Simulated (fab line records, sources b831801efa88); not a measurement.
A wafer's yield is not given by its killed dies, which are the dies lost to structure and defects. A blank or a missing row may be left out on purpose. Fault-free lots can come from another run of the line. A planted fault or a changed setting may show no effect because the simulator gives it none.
Matching of chambers ; flow sfq line ; SFQ_TRILAYER_I1_CMP_CMP_046 on cmp-02 has 4 sister chambers
The step polishes SiO2. 4 wafers are shown with their chamber, then 7 later ones without.

## WAFERS PAIRED WITH THEIR CHAMBERS
wafer;chamber;motor current A (A)
L346.3;2;9.9
L346.4;3;12.3
L355.3;1;10.6
L355.5;0;8.6

## WAFERS WITH NO CHAMBER GIVEN
wafer;motor current A (A)
L355.6;10.4
L357.1;9.1
L357.3;10.5
L357.4;10.6
L360.2;12.3
L360.4;9.8
L360.3;10.9

## EACH ONE'S CHAMBER
wafer;from the rows above;in truth
L355.6;can't be placed: 1 or 2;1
L357.1;can't be placed: 0 or 2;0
L357.3;1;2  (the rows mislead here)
L357.4;1;1
L360.2;3;3
L360.4;2;2
L360.3;1;1
Placed correctly: 4 of 7. Can't be placed from these rows: 2 (the true chamber is among the candidates in 2). Number placed wrongly: 1.
How it was worked out, from the rows above alone: a wafer's distance from a chamber is the root of the sum, over the readings, of the square of ((its reading less the chamber's mean) divided by the reading's scatter). The wafer belongs to the nearest chamber; if the next one is less than 2 further off, it can't be placed. The mean given for a chamber averages the wafers shown for that chamber. The scatter: root of mean squared gap, hidden wafer to nearest shown wafer, with one shown wafer a chamber.
